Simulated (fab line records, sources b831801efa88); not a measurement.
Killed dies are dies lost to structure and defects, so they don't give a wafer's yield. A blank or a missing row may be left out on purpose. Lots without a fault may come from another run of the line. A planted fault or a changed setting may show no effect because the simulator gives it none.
Which tool did it? | flow sky130 | 13 lots, 39 wafers sampled, at 1 step of a route of 708

WHAT THE GAUGES READ, wafer by wafer
The record holds no reading of a measuring or inspecting step that can be judged against a usual standard deviation.

WHICH TOOL RAN EACH LOT (tool, then ch and the chambers of the sampled wafers, then the start)
lot  | SKY_SONOS_ONO_WET_ETCH_16
L778 | wet_bench-03 ch 0, day 12 19:43
L779 | wet_bench-03 ch 1, day 13 00:19
L780 | wet_bench-01 ch 1, day 13 08:49
L782 | wet_bench-03 ch 1, day 14 09:59
L783 | wet_bench-04 ch 2, day 14 14:46
L784 | wet_bench-03 ch 2, day 14 14:50
L793 | wet_bench-01 ch 0, day 18 10:56
L794 | wet_bench-03 ch 2, day 18 13:55
L795 | wet_bench-01 ch 1, day 18 21:12
L796 | wet_bench-04 ch 1, day 19 00:40
L797 | wet_bench-04 ch 2, day 19 13:56
L798 | wet_bench-03 ch 0, day 19 19:31
L801 | wet_bench-04 ch 0, day 20 16:32
- SKY_SONOS_ONO_WET_ETCH_16: etches SiO2 in dHF, target depth 14 nm, time 280 s.

WHAT THE TOOLS THEMSELVES READ (means of the sampled wafers that have a number; where no wafer has one, the mark that the record gives instead)
SKY_SONOS_ONO_WET_ETCH_16. Usual: run_length_s 308 s, standard deviation 3.7.
lot  | tool         | run_length_s (s) | flag
L778 | wet_bench-03 | 313              |
L779 | wet_bench-03 | 307              |
L780 | wet_bench-01 | 313              |
L782 | wet_bench-03 | 307              |
L783 | wet_bench-04 | 314              |
L784 | wet_bench-03 | 306              |
L793 | wet_bench-01 | 178              | OFF
L794 | wet_bench-03 | 313              |
L795 | wet_bench-01 | 314              |
L796 | wet_bench-04 | 305              |
L797 | wet_bench-04 | 307              |
L798 | wet_bench-03 | 306              |
L801 | wet_bench-04 | 315              |

THE ANSWER, worked out from the rows above alone
Rule: a lot is off if the mean of its wafers that have a number lies more than 3 standard deviations from the usual mean. A lot without any number at a reading at which 4 lots or more have one is off too. The other lots that the step has rows for count as sound. The gauges are gone through in route order, then the tools' own readings, and for those a lot's mean is taken as printed above. The first step at which some lot is off is used, and at that step the reading that is off furthest; a lot without a number counts as furthest.
Off: L793, at SKY_SONOS_ONO_WET_ETCH_16 (run_length_s).
A tool fits if, at that step or a process step before it, it ran every lot that is off, and no sound lot after the first of them. None of those tried fits.

WHAT THE SIMULATOR HAD PUT IN
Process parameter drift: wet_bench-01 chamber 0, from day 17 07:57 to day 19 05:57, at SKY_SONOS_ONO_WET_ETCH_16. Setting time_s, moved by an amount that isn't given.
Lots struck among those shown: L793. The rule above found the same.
